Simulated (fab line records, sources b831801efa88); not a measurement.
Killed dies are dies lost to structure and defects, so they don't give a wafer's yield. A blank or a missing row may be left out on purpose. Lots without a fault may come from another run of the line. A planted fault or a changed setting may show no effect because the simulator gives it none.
fab line records | flow sky130
record lots=12 wafers=36 last_day=50
route steps=708 shown POLY_CUT@317 SD_P@324 LI_CONTACT@375 CONTACT@423
lots that met no fault: from a run of the same line without faults
start_h: hours from the record's first day to the start of the lot's first wafer shown | wait_h: hours since the lot's step before | " the same as in the row above | L1.1+2: a row that stands for several wafers | - no value, or no start given | * or withheld: withheld | < > ~ a bound
route shown NAME@n: a module of which the file shows steps, and the number in the route of the first | usual: mean/standard deviation of fault-free wafers | same: alike in all rows | chamber/n: place in a boat | sites: the reading at each site | _std_site: their standard deviation | _edge_site: outer sites' mean less inner sites' | radius_mm: how far each site lies from the wafer's centre | mask NAME#n: copy n | behind: the tool/chamber that last shaped the wafer | hold: why the lot was held/for how many hours/how that ended | device: the transistor (n, p or np) that didn't switch | end of line: the same wafers' tests at the end of the route | a step without rows: its recipe alone | killed: dies lost to structure and defects at the first sort, not the wafer's yield | map: a wafer's dies, x killed, . not, _ none there
set.NAME: the setting as run; set.NAME@STEP: as run at that earlier step | model.NAME: the simulator's own value behind a step, which no gauge read
steps of the route over a sample of lots; a table a step, a row a wafer
services: from which hour (start_h, from the record's first day; less than 0 if before it) a tool's chamber was out of use, for how many hours, and why
## steps
# step SKY_POLY_CUT_ETCH_10
# recipe chemistry=N2/H2 target=BARC ion_energy_ev=200 source_w=500 bias_w=100 pressure_mtorr=30 n2_flow_sccm=100 h2_flow_sccm=200 stop_on=SiO2 time_s=45.9 target_depth_a=600
# usual bias_w=99.97/0.29 chamber_pressure_mTorr=30.002/0.027 drypump_motor_current_A=6.0/0.39 h2_flow_sccm=200.1/0.58 oes_product_au=0.856/0.0048 throttle_valve_pct=13.225/0.0091
# columns lot.wafer tool chamber start_h wait_h bias_w chamber_pressure_mTorr drypump_motor_current_A h2_flow_sccm oes_product_au rf_hours_counter_h throttle_valve_pct
L458.1 rie_diel-02 2 551.43 0.0 99.93 30.027 6.1 200.6 0.857 5 13.232
L458.5 " 2 " " 99.85 29.978 6.1 200.2 0.857 - 13.208
L458.6 " 0 " " 99.94 30.015 6.1 199.7 0.861 - 13.216
L460.2 rie_diel-02 1 573.71 0.0 99.83 30.013 5.4 199.7 0.853 1 13.230
L460.4 " 0 " " 100.06 30.040 6.2 201.1 0.858 47 13.228
L460.6 " 3 " " 100.23 29.993 5.6 200.7 0.858 - 13.223
L461.1 rie_diel-04 0 584.13 0.0 99.64 30.020 6.3 200.6 0.857 1 13.227
L461.4 " 0 " " 99.91 30.031 6.2 200.9 0.861 - 13.210
L461.6 " 1 " " 99.67 29.947 6.0 200.5 0.855 - 13.240
L463.1 rie_diel-03 0 609.91 0.0 100.22 30.034 6.0 199.4 0.851 5 13.225
L463.2 " 1 " " 99.88 29.957 5.6 200.1 0.858 7 13.233
L463.6 " 0 " " 100.30 29.974 6.0 199.4 0.863 - 13.222
L465.1 rie_diel-02 2 625.38 0.0 100.07 30.027 6.1 200.3 0.839 7 13.197
L465.2 " 1 " " 99.96 30.022 5.3 200.2 0.846 2 13.232
L465.5 " 0 " " 100.21 29.981 6.1 200.2 0.856 - 13.231
L466.1 rie_diel-04 2 632.70 0.0 99.53 30.025 6.0 200.3 0.856 5 13.219
L466.2 " 0 " " 100.45 29.997 6.3 200.3 0.858 2 13.226
L466.6 " 0 " " 99.68 30.039 6.3 200.5 0.850 - 13.238
L467.2 rie_diel-04 1 638.06 0.0 99.91 30.014 6.0 200.3 0.854 8 13.241
L467.3 " 2 " " 100.20 30.032 6.0 200.5 0.865 5 13.242
L467.5 " 3 " " 99.50 29.959 6.8 201.2 0.854 - 13.214
L468.1 rie_diel-04 3 645.28 0.0 99.98 29.985 6.8 200.8 0.856 11 13.217
L468.4 " 0 " " 99.87 29.949 6.3 201.4 0.859 2 13.218
L468.6 " 0 " " 100.49 30.019 6.3 201.2 0.862 - 13.211
L477.1 rie_diel-02 3 718.63 0.0 100.33 30.005 5.6 199.7 0.851 6 13.233
L477.3 " 0 " " 99.71 29.981 6.1 199.9 0.852 50 13.225
L477.6 " 0 " " 99.72 30.013 6.1 200.4 0.852 - 13.225
L478.1 rie_diel-03 0 724.55 0.0 100.26 29.979 6.0 200.2 0.852 7 13.230
L478.3 " 1 " " 99.95 30.000 5.7 200.0 0.857 9 13.217
L478.6 " 3 " " 100.52 30.023 5.6 200.5 0.857 - 13.246
L480.1 rie_diel-03 1 741.78 0.0 99.60 29.976 5.6 200.4 0.850 10 13.232
L480.2 " 3 " " 99.42 30.005 5.6 199.9 0.851 2 13.209
L480.3 " 2 " " 99.92 29.982 5.7 200.1 0.848 16 13.219
L481.2 rie_diel-04 3 749.43 0.0 100.09 29.990 6.7 201.0 0.864 14 13.222
L481.4 " 2 " " 99.58 29.994 6.0 201.2 0.848 9 13.223
L481.6 " 1 " " 100.08 29.982 6.0 200.4 0.859 - 13.235
# step SKY_SD_P_EXPOSE_04
# recipe mask_id=PSDM na=0.6 source_shape=conventional sigma_outer=0.6 polarization=unpolarized target_cd_nm=380 dose_mj=138
# columns lot.wafer tool chamber start_h wait_h mask
L458.1+5+6 iline_stepper-01 0 566.42 - PSDM#0
L460.2+4+6 iline_stepper-01 0 588.87 - PSDM#0
L461.1+4+6 iline_stepper-01 0 598.45 - PSDM#0
L463.1+2+6 iline_stepper-02 0 624.59 - PSDM#0
L465.1+2+5 iline_stepper-01 0 640.32 - PSDM#0
L466.1+2+6 iline_stepper-02 0 647.64 - PSDM#0
L467.2+3+5 iline_stepper-02 0 652.64 - PSDM#0
L468.1+4+6 iline_stepper-02 0 658.92 - PSDM_R1#0
L477.1+3+6 iline_stepper-02 0 732.14 - PSDM#0
L478.1+3+6 iline_stepper-02 0 739.17 - PSDM#0
L480.1+2+3 iline_stepper-01 0 755.94 - PSDM#0
L481.2+4+6 iline_stepper-02 0 763.02 - PSDM#0
# step SKY_SD_P_CD_MEAS_07
# recipe target_cd_nm=380
# usual cd_nm=379.7/2.6
# columns lot.wafer tool chamber start_h wait_h cd_nm
L458.1 cd_sem-01 - 581.59 0.1 375.7
L458.5 " - " " 378.8
L458.6 " - " " 376.7
L460.2 cd_sem-02 - 602.66 0.1 379.2
L460.4 " - " " 380.5
L460.6 " - " " 379.9
L461.1 cd_sem-02 - 613.09 0.1 378.2
L461.4 " - " " 375.8
L461.6 " - " " 374.3
L463.1 cd_sem-02 - 638.89 0.1 384.5
L463.2 " - " " 379.5
L463.6 " - " " 381.2
L465.1 cd_sem-01 - 654.42 0.1 378.7
L465.2 " - " " 378.5
L465.5 " - " " 376.9
L466.1 cd_sem-01 - 660.97 0.1 378.6
L466.2 " - " " 382.1
L466.6 " - " " 382.4
L467.2 cd_sem-02 - 666.61 0.1 378.0
L467.3 " - " " 382.9
L467.5 " - " " 379.2
L468.1 cd_sem-01 - 672.89 0.1 403.8
L468.4 " - " " 408.4
L468.6 " - " " 407.4
L477.1 cd_sem-02 - 746.04 0.1 379.1
L477.3 " - " " 380.8
L477.6 " - " " 380.6
L478.1 cd_sem-02 - 752.17 0.1 385.4
L478.3 " - " " 386.2
L478.6 " - " " 383.6
L480.1 cd_sem-01 - 769.34 0.1 373.9
L480.2 " - " " 378.0
L480.3 " - " " 376.2
L481.2 cd_sem-01 - 776.76 0.1 381.3
L481.4 " - " " 381.4
L481.6 " - " " 377.7
# step SKY_LI_CONTACT_OVL_MEAS_13
# usual LI_CONTACT_OVL=-1/4.7
# columns lot.wafer tool chamber start_h wait_h LI_CONTACT_OVL[nm]
L458.1 overlay-01 - 669.69 0.1 -7
L458.5 " - " " -1
L458.6 " - " " -4
L460.2 overlay-02 - 691.52 0.1 -2
L460.4 " - " " -11
L460.6 " - " " -7
L461.1 overlay-02 - 700.26 0.1 -1
L461.4 " - " " 1
L461.6 " - " " 10
L463.1 overlay-02 - 725.49 0.1 -8
L463.2 " - " " -4
L463.6 " - " " -5
L465.1 overlay-01 - 739.99 0.1 -7
L465.2 " - " " -1
L465.5 " - " " -5
L466.1 overlay-02 - 746.34 0.1 3
L466.2 " - " " 4
L466.6 " - " " 3
L467.2 overlay-01 - 751.48 0.1 -1
L467.3 " - " " 1
L467.5 " - " " 10
L468.1 overlay-01 - 757.54 0.1 4
L468.4 " - " " 10
L468.6 " - " " 1
L477.1 overlay-02 - 828.01 0.1 -11
L477.3 " - " " -9
L477.6 " - " " -3
L478.1 overlay-02 - 833.82 0.1 4
L478.3 " - " " 2
L478.6 " - " " 5
L480.1 overlay-01 - 850.17 0.1 0
L480.2 " - " " -8
L480.3 " - " " 4
L481.2 overlay-02 - 856.45 0.1 1
L481.4 " - " " 2
L481.6 " - " " 1
# step SKY_CONTACT_ETCH_17
# recipe target=SiO2 chemistry=C4F8/O2/Ar stop_on=Si3N4 mask_material=KrF-thick source_w=1500 bias_w=1200 pressure_mtorr=40 c4f8_flow_sccm=withheld O2_flow_sccm=6 Ar_flow_sccm=300 time_s=withheld target_depth_a=3400
# usual bias_w=1200/3.9 chamber_pressure_mTorr=40.00/0.034 oes_product_au=0.891/0.0049
# columns lot.wafer tool chamber start_h wait_h bias_w chamber_pressure_mTorr oes_product_au
L458.1 rie_diel-04 3 728.72 0.0 1198 39.98 0.895
L458.5 " 2 " " 1200 40.03 0.897
L458.6 " 1 " " 1193 39.98 0.898
L460.2 rie_diel-01 3 749.82 0.0 1202 39.95 0.888
L460.4 " 2 " " 1199 40.06 0.899
L460.6 " 2 " " 1203 39.99 0.898
L461.1 rie_diel-01 2 758.54 0.0 1195 39.96 0.901
L461.4 " 1 " " 1200 39.98 0.890
L461.6 " 3 " " 1198 40.02 0.889
L463.1 rie_diel-01 2 783.32 0.0 1200 40.02 0.902
L463.2 " 0 " " 1202 40.00 0.892
L463.6 " 1 " " 1195 39.98 0.896
L465.1 rie_diel-01 3 797.89 0.0 1203 39.99 0.895
L465.2 " 0 " " 1198 40.00 0.902
L465.5 " 3 " " 1191 39.95 0.881
L466.1 rie_diel-02 1 802.72 0.0 1197 39.97 0.896
L466.2 " 3 " " 1205 39.98 0.879
L466.6 " 2 " " 1197 39.97 0.891
L467.2 rie_diel-01 2 808.22 0.0 1197 40.03 0.893
L467.3 " 3 " " 1200 40.01 0.891
L467.5 " 1 " " 1199 40.00 0.896
L468.1 rie_diel-04 0 815.04 0.0 1193 39.97 0.888
L468.4 " 2 " " 1198 40.01 0.883
L468.6 " 2 " " 1199 39.95 0.894
L477.1 rie_diel-04 1 883.17 0.0 1194 39.98 0.889
L477.3 " 2 " " 1197 39.98 0.889
L477.6 " 2 " " 1197 40.05 0.893
L478.1 rie_diel-02 1 888.94 0.0 1201 40.09 0.884
L478.3 " 3 " " 1198 39.96 0.891
L478.6 " 0 " " 1196 40.03 0.895
L480.1 rie_diel-02 1 905.24 0.0 1198 39.96 0.889
L480.2 " 3 " " 1202 39.99 0.887
L480.3 " 0 " " 1196 39.99 0.882
L481.2 rie_diel-04 1 910.65 0.0 1197 39.98 0.879
L481.4 " 3 " " 1195 40.05 0.885
L481.6 " 2 " " 1195 39.98 0.890
## services
# columns tool chamber start_h hours kind
rie_diel-02 0 543.22 5.3 repair
rie_diel-04 3 544.42 5.6 repair
rie_diel-02 1 547.78 10.6 repair
rie_diel-01 0 561.76 3.1 repair
rie_diel-04 2 564.48 39.0 repair
rie_diel-04 1 569.58 6.1 repair
rie_diel-04 0 579.21 2.9 repair
rie_diel-04 1 592.82 2.4 repair
iline_stepper-01 - 630.77 0.7 repair
iline_stepper-01 - 642.76 6.3 repair
iline_stepper-01 - 650.41 3.9 repair
iline_stepper-01 - 654.28 1.7 pm
rie_diel-02 - 668.76 28.1 pm
rie_diel-02 - 715.54 2.8 pm
rie_diel-04 1 717.43 4.2 repair
rie_diel-02 - 720.58 1.1 repair
rie_diel-04 - 729.58 0.8 repair
rie_diel-02 1 757.36 6.3 repair
rie_diel-04 2 763.61 8.6 repair
iline_stepper-02 - 782.04 1.7 pm
rie_diel-02 0 796.00 15.3 repair
rie_diel-04 - 822.18 1.0 repair
rie_diel-02 3 871.93 8.7 repair
iline_stepper-02 - 873.31 2.1 pm
## key
first_sign step=SKY_SD_P_EXPOSE_04 reading=mask direction=changed
effect step=SKY_SD_P_CD_MEAS_07 reading=cd_nm direction=up sigmas=10 usual=379.7 struck=406.6
met_at SKY_SD_P_EXPOSE_04
struck_lots L468
tester_left_out L468
not_acting_at SKY_POLY_CUT_ETCH_10,SKY_LI_CONTACT_OVL_MEAS_13,SKY_CONTACT_ETCH_17
onset_between 652.64 658.92
fault kind=wrong_mask tool=any chamber=- onset_h=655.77 steps=SKY_SD_P_EXPOSE_04 aux_copy=PSDM_R1#0 cd_offset_nm=27 scope=struck_lots_only
# tester_left_out: of these lots the tester's yield and bins aren't shown, on N5 and GAA mostly nor the transistor test; their killed dies are dies lost to structure and defects alone, not to doping, threshold or leakage, so they don't give the yield
